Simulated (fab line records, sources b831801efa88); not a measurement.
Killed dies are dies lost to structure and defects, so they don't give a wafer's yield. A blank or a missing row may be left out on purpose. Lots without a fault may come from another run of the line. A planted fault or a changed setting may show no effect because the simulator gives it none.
A struck lot beside a sound one | flow gf180mcu | 28 steps out of a route of 602
Sound: wafers L663.1, L663.2, L663.4. Struck: wafer L655.6. (L655.1 of the same lot was not struck and is left out.) The cause comes at the end.
At each step with rows: each side's tool, then ch and its chambers, then its first start. Under that, the readings that differ: sound wafers | struck wafers | difference of the means | sigmas: that difference in standard deviations of wafers without a fault.
alike: readings whose means differ by less than 2 such deviations, and words and numbers that are the same on both sides. not compared: withheld readings, readings that some wafer has no value for, bounds like >300 that may hide the same value, and numbers for which the record gives no deviation and whose values overlap.
The two part at a step that has a row with sigmas, a row that says differs or no value, or rows on one side only. Numbers that don't overlap but have no deviation are shown without sigmas and don't part them. A reading that every wafer of one side lacks parts them only if that side has two wafers or more.

first, 8 steps without rows for these wafers: GF_M2_PEB_12 (peb time 90 s); GF_M2_DEVELOP_13 (develop time 60 s); GF_M2_METAL_ETCH_16 (etches the open film in Cl2/BCl3, stops on SiO2, target depth 750.8 nm, time 125.1 s); GF_M2_STRIP_17 (strips in O2/N2); GF_M2_STRIP_18 (strips in post etch residue remover, time 1200 s); GF_M2_CLEAN_19 (cleans in DIW); GF_V2_CVD_00 (deposits SiO2, target thk 600 nm, time 100 s); GF_V2_CVD_02 (deposits SiO2 from TEOS, target thk 850 nm, time 94.851 s).
GF_V2_CMP_04: polishes SiO2.
  sound on cmp-01 ch 1,2,3, day 27 02:33; struck on cmp-02 ch 1, day 24 22:39
  reading                             | sound             | struck | difference | sigmas
  platen_rpm (rpm)                    | 59.98 59.97 60.02 | 60.07  | +0.08      | +2
  time_to_endpoint_s (s)              | 79 75 80          | 100    | +22        | +4
  model.SiO2_of_V2_CVD_02.thk_nm (nm) | 631.8 630.9 632.1 | 704.6  | +73.0      |
  alike: motor_current_A
GF_V2_BOW_MEAS_05:
  sound on film_metro-04, day 27 02:51; struck on film_metro-02, day 24 23:14
  not compared: hold, V2_BOW
then, 8 steps without rows for these wafers: GF_V2_HMDS_07 (prime time 60 s); GF_V2_COAT_08; GF_V2_COAT_09 (resist thk 1000 nm); GF_V2_SOFTBAKE_10 (time 60 s); GF_V2_EXPOSE_11 (exposes mask Via2, target cd 260 nm); GF_V2_PEB_12 (peb time 90 s); GF_V2_DEVELOP_13 (develop time 60 s); GF_V2_ETCH_16 (etches BARC in N2/H2).
GF_V2_ETCH_17: etches SiO2 in C4F8/O2/Ar, stops on TiN, target depth 630 nm.
  sound on rie_diel-01 ch 0,2,3; struck on rie_diel-03 ch 1
  reading                        | sound             | struck | difference | sigmas
  oes_product_au (a.u.)          | 0.858 0.857 0.852 | 0.918  | +0.062     | +14
  model.etch.depth_nm (nm)       | 631.8 630.9 632.1 | 704.6  | +73.0      |
  model.V2.feature_depth_nm (nm) | 631.8 630.9 632.1 | 704.6  | +73.0      |
then, 6 steps without rows for these wafers: GF_V2_STRIP_18 (strips in O2/N2); GF_V2_STRIP_19 (strips in post etch residue remover, time 1200 s); GF_V2_CLEAN_20 (cleans in DIW); GF_V2_SPUTTER_21 (material Ti, target thk 15 nm, time 80.02 s); GF_V2_SPUTTER_22 (material TiN, target thk 10 nm, time 40 s); GF_V2_CVD_23 (deposits W, target thk 350 nm, time 104.94 s).
GF_V2_CMP_26: polishes, stops on SiO2, t overpolish 15 s, target thk 0 nm.
  sound on cmp-02 ch 0,2,3, day 27 23:49; struck on cmp-02 ch 2, day 25 22:15
  reading                             | sound           | struck | difference | sigmas
  model.SiO2_of_V2_CVD_02.thk_nm (nm) | 628 627.1 628.3 | 700.8  | +73.0      |
  alike: motor_current_A, platen_rpm
then, 1 step without rows for these wafers: GF_M3_SPUTTER_00 (material Ti, target thk 37.5 nm, time 150 s).
-- the record jumps here: 8 days lie between the struck wafers' starts before and after (it left off in module M3 and takes up again in module PASSIVATION, whose first step shown is number 602 of the route) --
GF_PASSIVATION_PROBE_99:
  the record has rows for the struck wafers here (prober-01, day 33 12:40) and none for the sound ones

WHERE THEY PART
First at GF_V2_CMP_04; last, within this record, at GF_PASSIVATION_PROBE_99.

WHY: what the simulator had put in
Process parameter drift: cmp-02, from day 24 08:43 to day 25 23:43, at GF_V2_CMP_04. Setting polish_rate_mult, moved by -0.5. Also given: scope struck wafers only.
